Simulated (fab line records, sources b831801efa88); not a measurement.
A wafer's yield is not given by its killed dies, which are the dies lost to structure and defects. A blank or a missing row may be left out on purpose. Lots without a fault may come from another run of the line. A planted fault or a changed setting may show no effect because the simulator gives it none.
Which of the tools did it? || flow gf180mcu || Sampling: 15 lots, 45 wafers, 4 of 602 route steps

WHAT THE GAUGES READ, wafer by wafer
GF_STI_THK_MEAS_22. Usual: STI_OXIDATION_01_THK gives 14.88 nm (standard deviation 0.23).
{"lot": "L378", "measured": "day 2 03:03", "on": "film metro-04", "STI_OXIDATION_01_THK (nm)": "14.88 14.99 15.13", "flag": ""}
{"lot": "L379", "measured": "day 2 08:50", "on": "film metro-04", "STI_OXIDATION_01_THK (nm)": "14.77 14.96 14.59", "flag": ""}
{"lot": "L380", "measured": "day 2 14:04", "on": "film metro-04", "STI_OXIDATION_01_THK (nm)": "15.08 14.84 15.11", "flag": ""}
{"lot": "L383", "measured": "day 3 06:02", "on": "film metro-03", "STI_OXIDATION_01_THK (nm)": "14.52 14.74 14.48", "flag": ""}
{"lot": "L385", "measured": "day 3 15:40", "on": "film metro-03", "STI_OXIDATION_01_THK (nm)": "14.95 14.98 14.94", "flag": ""}
{"lot": "L387", "measured": "day 4 01:08", "on": "film metro-04", "STI_OXIDATION_01_THK (nm)": "14.61 14.91 14.51", "flag": ""}
{"lot": "L388", "measured": "day 4 06:46", "on": "film metro-03", "STI_OXIDATION_01_THK (nm)": "14.95 15.18 15.16", "flag": ""}
{"lot": "L389", "measured": "day 4 13:05", "on": "film metro-04", "STI_OXIDATION_01_THK (nm)": "14.91 14.67 14.92", "flag": ""}
{"lot": "L390", "measured": "day 4 16:55", "on": "film metro-03", "STI_OXIDATION_01_THK (nm)": "14.59 14.86 15.08", "flag": ""}
{"lot": "L391", "measured": "day 4 22:09", "on": "film metro-03", "STI_OXIDATION_01_THK (nm)": "14.55 14.55 14.61", "flag": ""}
{"lot": "L392", "measured": "day 5 03:28", "on": "film metro-01", "STI_OXIDATION_01_THK (nm)": "15.02 15.15 14.74", "flag": ""}
{"lot": "L396", "measured": "day 6 00:27", "on": "film metro-03", "STI_OXIDATION_01_THK (nm)": "14.94 15.06 15.01", "flag": ""}
{"lot": "L399", "measured": "day 6 18:44", "on": "film metro-01", "STI_OXIDATION_01_THK (nm)": "14.28 14.54 14.69", "flag": ""}
{"lot": "L400", "measured": "day 6 20:59", "on": "film metro-01", "STI_OXIDATION_01_THK (nm)": "15.00 14.95 14.85", "flag": ""}
{"lot": "L401", "measured": "day 7 03:31", "on": "film metro-01", "STI_OXIDATION_01_THK (nm)": "15.14 15.17 15.22", "flag": ""}

GF_VT_IMPLANT_TW_MEAS_21. Usual: VT_IMPLANT_2_TW gives 1219 (standard deviation 13).
{"lot": "L378", "measured": "day 6 05:44", "on": "film metro-01", "VT_IMPLANT_2_TW": "1205 1202 1210", "flag": ""}
{"lot": "L379", "measured": "day 6 12:43", "on": "film metro-02", "VT_IMPLANT_2_TW": "1234 1242 1227", "flag": ""}
{"lot": "L380", "measured": "day 6 17:19", "on": "film metro-02", "VT_IMPLANT_2_TW": "1242 1237 1235", "flag": ""}
{"lot": "L383", "measured": "day 7 13:09", "on": "film metro-01", "VT_IMPLANT_2_TW": "1215 1207 1209", "flag": ""}
{"lot": "L385", "measured": "day 8 01:56", "on": "film metro-02", "VT_IMPLANT_2_TW": "1241 1228 1239", "flag": ""}
{"lot": "L387", "measured": "day 8 14:38", "on": "film metro-03", "VT_IMPLANT_2_TW": "1214 1214 1219", "flag": ""}
{"lot": "L388", "measured": "day 8 20:56", "on": "film metro-01", "VT_IMPLANT_2_TW": "1209 1208 1205", "flag": ""}
{"lot": "L389", "measured": "day 9 05:55", "on": "film metro-01", "VT_IMPLANT_2_TW": "1220 1211 1213", "flag": ""}
{"lot": "L396", "measured": "day 11 02:28", "on": "film metro-01", "VT_IMPLANT_2_TW": "1204 1200 1205", "flag": ""}
{"lot": "L399", "measured": "day 11 23:26", "on": "film metro-02", "VT_IMPLANT_2_TW": "1234 1235 1229", "flag": ""}
{"lot": "L400", "measured": "day 12 01:25", "on": "film metro-02", "VT_IMPLANT_2_TW": "1232 1234 1240", "flag": ""}
{"lot": "L401", "measured": "day 12 10:22", "on": "film metro-02", "VT_IMPLANT_2_TW": "1233 1230 1228", "flag": ""}

WHICH TOOL RAN EACH LOT (tool, then ch and the chambers of the sampled wafers, then the start)
{"lot": "L378", "GF_STI_OXIDATION_01": "furnace-01 ch 0, day 1 10:07", "GF_STI_ETCH_13": "rie diel-04 ch 1,3, day 2 01:16"}
{"lot": "L379", "GF_STI_OXIDATION_01": "furnace-01 ch 0, day 1 15:36", "GF_STI_ETCH_13": "rie diel-04 ch 1,2,3, day 2 07:02"}
{"lot": "L380", "GF_STI_OXIDATION_01": "furnace-01 ch 0, day 1 20:07", "GF_STI_ETCH_13": "rie diel-02 ch 0,1,2, day 2 11:11"}
{"lot": "L383", "GF_STI_OXIDATION_01": "furnace-01 ch 0, day 2 12:27", "GF_STI_ETCH_13": "rie diel-01 ch 1,2,3, day 3 04:16"}
{"lot": "L385", "GF_STI_OXIDATION_01": "furnace-02 ch 0, day 2 21:40", "GF_STI_ETCH_13": "rie diel-02 ch 1,2,3, day 3 13:56"}
{"lot": "L387", "GF_STI_OXIDATION_01": "furnace-02 ch 0, day 3 07:07", "GF_STI_ETCH_13": "rie diel-02 ch 2,3, day 3 23:20"}
{"lot": "L388", "GF_STI_OXIDATION_01": "furnace-01 ch 0, day 3 12:07", "GF_STI_ETCH_13": "rie diel-04 ch 0,2, day 4 04:34"}
{"lot": "L389", "GF_STI_OXIDATION_01": "furnace-02 ch 0, day 3 18:13", "GF_STI_ETCH_13": "rie diel-02 ch 0,1,3, day 4 11:16"}
{"lot": "L390", "GF_STI_OXIDATION_01": "furnace-02, day 3 22:07", "GF_STI_ETCH_13": "rie diel-01 ch 0,2,3, day 4 15:10"}
{"lot": "L391", "GF_STI_OXIDATION_01": "furnace-01, day 4 03:07", "GF_STI_ETCH_13": "rie diel-04 ch 1,2,3, day 4 20:25"}
{"lot": "L392", "GF_STI_OXIDATION_01": "furnace-01, day 4 08:25", "GF_STI_ETCH_13": "rie diel-04 ch 0,1,2, day 5 01:44"}
{"lot": "L396", "GF_STI_OXIDATION_01": "furnace-02 ch 0, day 5 04:31", "GF_STI_ETCH_13": "rie diel-04 ch 0,1,3, day 5 21:58"}
{"lot": "L399", "GF_STI_OXIDATION_01": "furnace-02 ch 0, day 5 20:27", "GF_STI_ETCH_13": "rie diel-01 ch 0,2,3, day 6 14:53"}
{"lot": "L400", "GF_STI_OXIDATION_01": "furnace-01 ch 0, day 6 00:27", "GF_STI_ETCH_13": "rie diel-01 ch 0,1,3, day 6 18:37"}
{"lot": "L401", "GF_STI_OXIDATION_01": "furnace-01 ch 0, day 6 07:22", "GF_STI_ETCH_13": "rie diel-02 ch 0,1,2, day 7 01:46"}
- GF_STI_OXIDATION_01: stabilise 600 s, purge 300 s, target thk 10 nm.
- GF_STI_ETCH_13: etches the open film in CHF3/O2, stops on Si, target depth 282.31 nm, time 112.9 s.

AS READ BY THE TOOLS THEMSELVES (means over the sampled wafers that have a number; for cases with no such wafer, the mark the record gives instead)
GF_STI_OXIDATION_01. Usual: ox temp c 900.1 C, standard deviation 0.42; ox temp c max 904.0, standard deviation 0.75; spike tc centre C 900.8 C, standard deviation 1; spike tc top C 914.0 C, standard deviation 1.3; zone power lower pct 16.8 %, standard deviation 0.64.
{"lot": "L378", "tool": "furnace-01", "ox temp c (C)": 899.6, "ox temp c max": 903.3, "spike tc centre C (C)": 899.8, "spike tc top C (C)": 912.8, "zone power lower pct (%)": 17.2, "flag": ""}
{"lot": "L379", "tool": "furnace-01", "ox temp c (C)": 900.3, "ox temp c max": 903.5, "spike tc centre C (C)": 900.4, "spike tc top C (C)": 912.9, "zone power lower pct (%)": 17.5, "flag": ""}
{"lot": "L380", "tool": "furnace-01", "ox temp c (C)": 899.8, "ox temp c max": 903.4, "spike tc centre C (C)": 900.7, "spike tc top C (C)": 914.6, "zone power lower pct (%)": 17.3, "flag": ""}
{"lot": "L383", "tool": "furnace-01", "ox temp c (C)": 899.3, "ox temp c max": 903.4, "spike tc centre C (C)": 900.6, "spike tc top C (C)": 912.6, "zone power lower pct (%)": 17.4, "flag": ""}
{"lot": "L385", "tool": "furnace-02", "ox temp c (C)": 899.8, "ox temp c max": 904.2, "spike tc centre C (C)": 901.0, "spike tc top C (C)": 915.3, "zone power lower pct (%)": 16.2, "flag": ""}
{"lot": "L387", "tool": "furnace-02", "ox temp c (C)": 900.3, "ox temp c max": 904.1, "spike tc centre C (C)": 901.5, "spike tc top C (C)": 914.2, "zone power lower pct (%)": 16.0, "flag": ""}
{"lot": "L388", "tool": "furnace-01", "ox temp c (C)": 900.0, "ox temp c max": 903.8, "spike tc centre C (C)": 900.6, "spike tc top C (C)": 913.0, "zone power lower pct (%)": 17.4, "flag": ""}
{"lot": "L389", "tool": "furnace-02", "ox temp c (C)": 900.7, "ox temp c max": 904.5, "spike tc centre C (C)": 900.8, "spike tc top C (C)": 913.8, "zone power lower pct (%)": 16.1, "flag": ""}
{"lot": "L390", "tool": "furnace-02", "ox temp c (C)": "-", "ox temp c max": "-", "spike tc centre C (C)": "-", "spike tc top C (C)": "-", "zone power lower pct (%)": "-", "flag": "OFF"}
{"lot": "L391", "tool": "furnace-01", "ox temp c (C)": "-", "ox temp c max": "-", "spike tc centre C (C)": "-", "spike tc top C (C)": "-", "zone power lower pct (%)": "-", "flag": "OFF"}
{"lot": "L392", "tool": "furnace-01", "ox temp c (C)": "-", "ox temp c max": "-", "spike tc centre C (C)": "-", "spike tc top C (C)": "-", "zone power lower pct (%)": "-", "flag": "OFF"}
{"lot": "L396", "tool": "furnace-02", "ox temp c (C)": 900.2, "ox temp c max": 904.4, "spike tc centre C (C)": 900.1, "spike tc top C (C)": 915.0, "zone power lower pct (%)": 16.3, "flag": ""}
{"lot": "L399", "tool": "furnace-02", "ox temp c (C)": 899.7, "ox temp c max": 904.0, "spike tc centre C (C)": 900.6, "spike tc top C (C)": 915.2, "zone power lower pct (%)": 16.3, "flag": ""}
{"lot": "L400", "tool": "furnace-01", "ox temp c (C)": 900.2, "ox temp c max": 903.9, "spike tc centre C (C)": 900.3, "spike tc top C (C)": 914.3, "zone power lower pct (%)": 17.2, "flag": ""}
{"lot": "L401", "tool": "furnace-01", "ox temp c (C)": 900.1, "ox temp c max": 903.6, "spike tc centre C (C)": 900.9, "spike tc top C (C)": 914.0, "zone power lower pct (%)": 17.3, "flag": ""}

GF_STI_ETCH_13. Usual: drypump motor current A 5.7 A, standard deviation 0.39; oes product au 0.833 a.u., standard deviation 0.0063; throttle valve pct 8.810 %, standard deviation 0.0094.
{"lot": "L378", "tool": "rie diel-04", "drypump motor current A (A)": 5.8, "oes product au (a.u.)": 0.840, "throttle valve pct (%)": 8.808, "flag": ""}
{"lot": "L379", "tool": "rie diel-04", "drypump motor current A (A)": 5.7, "oes product au (a.u.)": 0.834, "throttle valve pct (%)": 8.815, "flag": ""}
{"lot": "L380", "tool": "rie diel-02", "drypump motor current A (A)": 5.6, "oes product au (a.u.)": 0.841, "throttle valve pct (%)": 8.801, "flag": ""}
{"lot": "L383", "tool": "rie diel-01", "drypump motor current A (A)": 5.6, "oes product au (a.u.)": 0.837, "throttle valve pct (%)": 8.813, "flag": ""}
{"lot": "L385", "tool": "rie diel-02", "drypump motor current A (A)": 5.8, "oes product au (a.u.)": 0.832, "throttle valve pct (%)": 8.802, "flag": ""}
{"lot": "L387", "tool": "rie diel-02", "drypump motor current A (A)": 5.9, "oes product au (a.u.)": 0.837, "throttle valve pct (%)": 8.811, "flag": ""}
{"lot": "L388", "tool": "rie diel-04", "drypump motor current A (A)": 5.6, "oes product au (a.u.)": 0.834, "throttle valve pct (%)": 8.813, "flag": ""}
{"lot": "L389", "tool": "rie diel-02", "drypump motor current A (A)": 6.1, "oes product au (a.u.)": 0.828, "throttle valve pct (%)": 8.813, "flag": ""}
{"lot": "L390", "tool": "rie diel-01", "drypump motor current A (A)": 5.6, "oes product au (a.u.)": 0.830, "throttle valve pct (%)": 8.804, "flag": ""}
{"lot": "L391", "tool": "rie diel-04", "drypump motor current A (A)": 5.7, "oes product au (a.u.)": 0.832, "throttle valve pct (%)": 8.800, "flag": ""}
{"lot": "L392", "tool": "rie diel-04", "drypump motor current A (A)": 5.6, "oes product au (a.u.)": 0.836, "throttle valve pct (%)": 8.820, "flag": ""}
{"lot": "L396", "tool": "rie diel-04", "drypump motor current A (A)": 5.7, "oes product au (a.u.)": 0.838, "throttle valve pct (%)": 8.818, "flag": ""}
{"lot": "L399", "tool": "rie diel-01", "drypump motor current A (A)": 5.6, "oes product au (a.u.)": 0.830, "throttle valve pct (%)": 8.810, "flag": ""}
{"lot": "L400", "tool": "rie diel-01", "drypump motor current A (A)": 5.6, "oes product au (a.u.)": 0.836, "throttle valve pct (%)": 8.809, "flag": ""}
{"lot": "L401", "tool": "rie diel-02", "drypump motor current A (A)": 5.5, "oes product au (a.u.)": 0.826, "throttle valve pct (%)": 8.811, "flag": ""}

THE ANSWER, worked out from the rows above alone
Rule: lot off if the mean of its wafers having a number is beyond 3 standard deviations from the usual mean. A lot without any number at a reading at which 4 lots or more have one is off too. Where the step has rows for the other lots, those lots are counted as sound. The gauges are gone through in route order, then the tools' own readings, and for those a lot's mean is taken as printed above. The first step at which some lot is off is used, and at that step the reading that is off furthest; a lot without a number counts as furthest.
Off, at GF_STI_OXIDATION_01 on ox temp c: L390, L391, L392. Without a number there: L390, L391, L392.
If a tool, at that step or one of the process steps before it, ran each lot that is off and ran no sound lot following the first of them, it fits. Not one of the candidates tried fits.

WHAT HAD BEEN PUT IN BY THE SIMULATOR
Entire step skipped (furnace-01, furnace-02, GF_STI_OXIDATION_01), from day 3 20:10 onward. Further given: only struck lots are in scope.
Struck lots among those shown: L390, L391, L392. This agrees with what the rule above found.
